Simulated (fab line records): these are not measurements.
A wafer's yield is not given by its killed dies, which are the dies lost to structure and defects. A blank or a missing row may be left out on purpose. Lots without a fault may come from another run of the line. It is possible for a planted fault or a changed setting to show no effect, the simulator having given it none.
What tool caused it? || flow gf180mcu || 14 lots with 42 wafers sampled at 7 steps, on a route of 602 steps

== WHAT THE GAUGES SHOWED, per wafer ==
GF_HV_LDD_OVL_MEAS_08.
{"lot": "L871", "measured": "day 9 06:46", "on": "overlay-01", "HV_LDD_OVL (nm)": "-0.9 1.7 -0.4"}
{"lot": "L872", "measured": "day 9 13:16", "on": "overlay-02", "HV_LDD_OVL (nm)": "-2.0 -0.7 -1.6"}
{"lot": "L873", "measured": "day 10 03:02", "on": "overlay-02", "HV_LDD_OVL (nm)": "-1.5 -1.7 0.9"}
{"lot": "L874", "measured": "day 10 04:22", "on": "overlay-02", "HV_LDD_OVL (nm)": "-0.7 -2.2 -2.5"}
{"lot": "L875", "measured": "day 10 12:20", "on": "overlay-02", "HV_LDD_OVL (nm)": "-1.0 2.8 0.4"}
{"lot": "L878", "measured": "day 13 04:16", "on": "overlay-01", "HV_LDD_OVL (nm)": "-1.4 0.2 -0.1"}
{"lot": "L879", "measured": "day 13 07:28", "on": "overlay-02", "HV_LDD_OVL (nm)": "-0.1 0.5 1.7"}
{"lot": "L881", "measured": "day 13 07:52", "on": "overlay-02", "HV_LDD_OVL (nm)": "-0.5 -0.2 -0.9"}
{"lot": "L880", "measured": "day 13 10:07", "on": "overlay-01", "HV_LDD_OVL (nm)": "0.3 -1.4 -1.1"}
{"lot": "L882", "measured": "day 13 11:43", "on": "overlay-01", "HV_LDD_OVL (nm)": "-0.5 -1.4 -2.3"}
{"lot": "L883", "measured": "day 13 11:50", "on": "overlay-02", "HV_LDD_OVL (nm)": "-0.7 -0.3 -0.4"}
{"lot": "L885", "measured": "day 14 18:40", "on": "overlay-02", "HV_LDD_OVL (nm)": "-1.9 -0.9 -1.7"}
{"lot": "L894", "measured": "day 17 13:25", "on": "overlay-01", "HV_LDD_OVL (nm)": "-0.1 -2.7 -0.8"}
{"lot": "L893", "measured": "day 17 13:43", "on": "overlay-02", "HV_LDD_OVL (nm)": "-2.4 -0.4 -1.2"}

GF_HV_LDD_OVL_MEAS_20.
{"lot": "L871", "measured": "day 10 01:04", "on": "overlay-02", "HV_LDD_01_OVL (nm)": "-1.4 -2.8 -1.6"}
{"lot": "L872", "measured": "day 10 07:25", "on": "overlay-02", "HV_LDD_01_OVL (nm)": "-2.6 -1.9 -3.3"}
{"lot": "L873", "measured": "day 10 22:25", "on": "overlay-01", "HV_LDD_01_OVL (nm)": "1.0 2.6 -0.2"}
{"lot": "L874", "measured": "day 10 23:22", "on": "overlay-02", "HV_LDD_01_OVL (nm)": "-2.2 -3.2 -2.3"}
{"lot": "L875", "measured": "day 11 06:55", "on": "overlay-02", "HV_LDD_01_OVL (nm)": "-0.7 -1.6 -1.2"}
{"lot": "L878", "measured": "day 14 00:07", "on": "overlay-01", "HV_LDD_01_OVL (nm)": "-0.4 -1.7 0.3"}
{"lot": "L879", "measured": "day 14 03:19", "on": "overlay-01", "HV_LDD_01_OVL (nm)": "-2.1 -1.2 -0.5"}
{"lot": "L881", "measured": "day 14 04:05", "on": "overlay-02", "HV_LDD_01_OVL (nm)": "-1.6 0.8 -2.8"}
{"lot": "L880", "measured": "day 14 06:08", "on": "overlay-01", "HV_LDD_01_OVL (nm)": "-1.0 -0.7 -0.5"}
{"lot": "L882", "measured": "day 14 07:55", "on": "overlay-01", "HV_LDD_01_OVL (nm)": "-0.2 -0.5 -1.2"}
{"lot": "L883", "measured": "day 14 08:13", "on": "overlay-02", "HV_LDD_01_OVL (nm)": "-4.6 -3.9 -3.7"}
{"lot": "L885", "measured": "day 15 16:49", "on": "overlay-02", "HV_LDD_01_OVL (nm)": "-2.3 -2.8 -4.1"}
{"lot": "L894", "measured": "day 18 13:22", "on": "overlay-01", "HV_LDD_01_OVL (nm)": "0.9 0.5 -0.3"}
{"lot": "L893", "measured": "day 18 14:10", "on": "overlay-02", "HV_LDD_01_OVL (nm)": "0.3 -0.6 -2.8"}

GF_HV_LDD_OVL_MEAS_47.
{"lot": "L871", "measured": "day 11 14:22", "on": "overlay-01", "HV_LDD_03_OVL (nm)": "0.4 -0.6 -1.5"}
{"lot": "L872", "measured": "day 11 21:22", "on": "overlay-01", "HV_LDD_03_OVL (nm)": "0.1 1.6 0.3"}
{"lot": "L873", "measured": "day 12 14:01", "on": "overlay-01", "HV_LDD_03_OVL (nm)": "0.5 0.3 0.1"}
{"lot": "L874", "measured": "day 12 15:50", "on": "overlay-02", "HV_LDD_03_OVL (nm)": "-2.6 -2.4 -2.4"}
{"lot": "L875", "measured": "day 12 22:07", "on": "overlay-01", "HV_LDD_03_OVL (nm)": "-0.3 0.4 -0.6"}
{"lot": "L878", "measured": "day 15 19:43", "on": "overlay-01", "HV_LDD_03_OVL (nm)": "-1.3 -3.0 -0.5"}
{"lot": "L879", "measured": "day 15 22:43", "on": "overlay-02", "HV_LDD_03_OVL (nm)": "-2.3 0.5 -1.5"}
{"lot": "L881", "measured": "day 15 23:22", "on": "overlay-02", "HV_LDD_03_OVL (nm)": "0.6 2.2 0.8"}
{"lot": "L880", "measured": "day 16 01:49", "on": "overlay-02", "HV_LDD_03_OVL (nm)": "-0.8 1.0 -1.1"}
{"lot": "L882", "measured": "day 16 02:43", "on": "overlay-02", "HV_LDD_03_OVL (nm)": "-0.8 -0.4 -0.7"}
{"lot": "L883", "measured": "day 16 02:46", "on": "overlay-01", "HV_LDD_03_OVL (nm)": "-1.0 0.7 0.2"}
{"lot": "L885", "measured": "day 17 14:22", "on": "overlay-02", "HV_LDD_03_OVL (nm)": "-1.6 -1.7 -1.2"}
{"lot": "L894", "measured": "day 20 14:55", "on": "overlay-02", "HV_LDD_03_OVL (nm)": "-0.5 0.8 -0.4"}
{"lot": "L893", "measured": "day 20 16:37", "on": "overlay-01", "HV_LDD_03_OVL (nm)": "1.5 0.4 0.7"}

GF_PSD_CD_MEAS_07 targets a cd of 400 nm.
{"lot": "L871", "measured": "day 13 11:17", "on": "cdSem-02", "cdNm (nm)": "401.1 399.9 401.7"}
{"lot": "L872", "measured": "day 13 16:17", "on": "cdSem-02", "cdNm (nm)": "401.7 404.3 403.4"}
{"lot": "L873", "measured": "day 14 10:05", "on": "cdSem-01", "cdNm (nm)": "398.9 398.8 400.7"}
{"lot": "L874", "measured": "day 14 11:07", "on": "cdSem-01", "cdNm (nm)": "399.7 402.6 399.7"}
{"lot": "L875", "measured": "day 14 17:38", "on": "cdSem-01", "cdNm (nm)": "397.5 401.9 398.7"}
{"lot": "L878", "measured": "day 17 19:35", "on": "cdSem-02", "cdNm (nm)": "400.4 400.0 398.0"}
{"lot": "L879", "measured": "day 17 23:22", "on": "cdSem-01", "cdNm (nm)": "403.2 401.5 402.7"}
{"lot": "L881", "measured": "day 17 23:22", "on": "cdSem-02", "cdNm (nm)": "399.2 400.7 400.6"}
{"lot": "L880", "measured": "day 18 03:04", "on": "cdSem-01", "cdNm (nm)": "396.5 400.2 398.4"}
{"lot": "L882", "measured": "day 18 04:44", "on": "cdSem-02", "cdNm (nm)": "397.9 396.5 395.1"}
{"lot": "L883", "measured": "day 18 04:53", "on": "cdSem-01", "cdNm (nm)": "403.0 401.7 404.6"}
{"lot": "L885", "measured": "day 19 18:16", "on": "cdSem-01", "cdNm (nm)": "400.0 398.6 398.3"}
{"lot": "L894", "measured": "day 22 18:56", "on": "cdSem-01", "cdNm (nm)": "- 402.8 -"}
{"lot": "L893", "measured": "day 22 19:32", "on": "cdSem-02", "cdNm (nm)": "- 400.7 -"}

GF_PSD_OVL_MEAS_08.
{"lot": "L871", "measured": "day 13 11:25", "on": "overlay-01", "PSD_OVL (nm)": "-1.0 -0.3 -1.3"}
{"lot": "L872", "measured": "day 13 16:25", "on": "overlay-02", "PSD_OVL (nm)": "0.5 -0.4 0.0"}
{"lot": "L873", "measured": "day 14 10:12", "on": "overlay-02", "PSD_OVL (nm)": "-0.2 1.2 0.0"}
{"lot": "L874", "measured": "day 14 11:13", "on": "overlay-01", "PSD_OVL (nm)": "0.6 1.7 0.0"}
{"lot": "L875", "measured": "day 14 17:45", "on": "overlay-02", "PSD_OVL (nm)": "-0.6 -0.2 1.4"}
{"lot": "L878", "measured": "day 17 19:42", "on": "overlay-01", "PSD_OVL (nm)": "-0.8 -1.8 0.0"}
{"lot": "L879", "measured": "day 17 23:27", "on": "overlay-01", "PSD_OVL (nm)": "-0.3 -0.6 1.0"}
{"lot": "L881", "measured": "day 17 23:28", "on": "overlay-02", "PSD_OVL (nm)": "0.7 2.5 0.7"}
{"lot": "L880", "measured": "day 18 03:11", "on": "overlay-01", "PSD_OVL (nm)": "-0.6 0.2 0.8"}
{"lot": "L882", "measured": "day 18 04:52", "on": "overlay-01", "PSD_OVL (nm)": "0.1 2.3 1.1"}
{"lot": "L883", "measured": "day 18 05:00", "on": "overlay-02", "PSD_OVL (nm)": "-1.0 1.0 -0.6"}
{"lot": "L885", "measured": "day 19 18:23", "on": "overlay-01", "PSD_OVL (nm)": "1.6 -1.5 0.3"}
{"lot": "L894", "measured": "day 22 19:03", "on": "overlay-02", "PSD_OVL (nm)": "- -0.9 -"}
{"lot": "L893", "measured": "day 22 19:39", "on": "overlay-01", "PSD_OVL (nm)": "- 0.1 -"}

GF_PSD_TW_MEAS_11.
{"lot": "L871", "measured": "day 13 11:41", "on": "filmMetro-02", "PSD_TW": "3163 3138 3137"}
{"lot": "L872", "measured": "day 13 16:41", "on": "filmMetro-02", "PSD_TW": "3151 3138 3147"}
{"lot": "L873", "measured": "day 14 10:29", "on": "filmMetro-02", "PSD_TW": "3140 3171 3129"}
{"lot": "L874", "measured": "day 14 11:30", "on": "filmMetro-01", "PSD_TW": "3174 3166 3180"}
{"lot": "L875", "measured": "day 14 18:02", "on": "filmMetro-04", "PSD_TW": "3207 3202 3207"}
{"lot": "L878", "measured": "day 17 19:59", "on": "filmMetro-01", "PSD_TW": "3182 3176 3181"}
{"lot": "L879", "measured": "day 17 23:45", "on": "filmMetro-01", "PSD_TW": "3156 3199 3178"}
{"lot": "L881", "measured": "day 17 23:45", "on": "filmMetro-04", "PSD_TW": "3194 3230 3211"}
{"lot": "L880", "measured": "day 18 03:29", "on": "filmMetro-02", "PSD_TW": "3172 3161 3150"}
{"lot": "L882", "measured": "day 18 05:08", "on": "filmMetro-02", "PSD_TW": "3161 3138 3135"}
{"lot": "L883", "measured": "day 18 05:17", "on": "filmMetro-01", "PSD_TW": "3179 3189 3172"}
{"lot": "L885", "measured": "day 19 18:41", "on": "filmMetro-02", "PSD_TW": "3183 3170 3172"}
{"lot": "L894", "measured": "day 22 19:20", "on": "filmMetro-01", "PSD_TW": "30 3149 30 30 3171 30"}
{"lot": "L893", "measured": "day 22 19:56", "on": "filmMetro-01", "PSD_TW": "30 3153 30 30 3149 30"}

== EACH LOT AND THE TOOL THAT RAN IT (in order: tool; ch and the chambers of the sampled wafers; start) ==
{"lot": "L871", "GF_PSD_DEVELOP_06": "lithoTrack-04 ch 0, day 13 11:08"}
{"lot": "L872", "GF_PSD_DEVELOP_06": "lithoTrack-04 ch 0, day 13 16:08"}
{"lot": "L873", "GF_PSD_DEVELOP_06": "lithoTrack-01 ch 0, day 14 09:57"}
{"lot": "L874", "GF_PSD_DEVELOP_06": "lithoTrack-03 ch 0, day 14 10:58"}
{"lot": "L875", "GF_PSD_DEVELOP_06": "lithoTrack-01 ch 0, day 14 17:30"}
{"lot": "L878", "GF_PSD_DEVELOP_06": "lithoTrack-04 ch 0, day 17 19:26"}
{"lot": "L879", "GF_PSD_DEVELOP_06": "lithoTrack-01 ch 0, day 17 23:13"}
{"lot": "L881", "GF_PSD_DEVELOP_06": "lithoTrack-03 ch 0, day 17 23:13"}
{"lot": "L880", "GF_PSD_DEVELOP_06": "lithoTrack-01 ch 0, day 18 02:55"}
{"lot": "L882", "GF_PSD_DEVELOP_06": "lithoTrack-03 ch 0, day 18 04:35"}
{"lot": "L883", "GF_PSD_DEVELOP_06": "lithoTrack-01 ch 0, day 18 04:45"}
{"lot": "L885", "GF_PSD_DEVELOP_06": "lithoTrack-01 ch 0, day 19 18:07"}
{"lot": "L894", "GF_PSD_DEVELOP_06": "lithoTrack-01 ch 0, day 22 18:47"}
{"lot": "L893", "GF_PSD_DEVELOP_06": "lithoTrack-01 ch 0, day 22 19:23"}
- GF_PSD_DEVELOP_06: develop time 60 s.

== AS READ BY THE TOOLS THEMSELVES (means over the sampled wafers that have a number; for cases with no such wafer, the mark the record gives instead) ==
The record holds no such reading with a usual standard deviation.

== THE ANSWER, worked out from the rows above alone ==
Rule: the usual values come from the lots themselves. The widest of any qualifying gaps counts: lots, ordered by their means at a reading, are off when they make up no more than a third of the lots, leave a main group of 4 or more, and stand apart from it by 3 or more times the standard deviation of that group's means. A main group whose means are all the same, to the digits that the tables above print for the reading, isn't used. Also off: a lot with no number at a reading for which 4 or more lots have one. The other lots that the step has rows for count as sound. After the gauges, taken in route order, come the tools' own readings; for these a lot's mean is taken, as printed above. The first step at which some lot is off is used, and at that step the reading that is off furthest; a lot without a number counts as furthest.
Off: L894, L893, at GF_PSD_TW_MEAS_11 (PSD_TW). For the main group the mean is 3171 and the standard deviation 22.
A tool fits if, at a process step before that reading, it ran every lot that is off, and no sound lot after the first of them. Those tools and the gauges at GF_PSD_TW_MEAS_11 are tried in the same way. Can't be told from this: 2 tools fit, lithoTrack-01 at GF_PSD_DEVELOP_06, filmMetro-01 at GF_PSD_TW_MEAS_11.

== WHAT HAD BEEN PUT IN BY THE SIMULATOR ==
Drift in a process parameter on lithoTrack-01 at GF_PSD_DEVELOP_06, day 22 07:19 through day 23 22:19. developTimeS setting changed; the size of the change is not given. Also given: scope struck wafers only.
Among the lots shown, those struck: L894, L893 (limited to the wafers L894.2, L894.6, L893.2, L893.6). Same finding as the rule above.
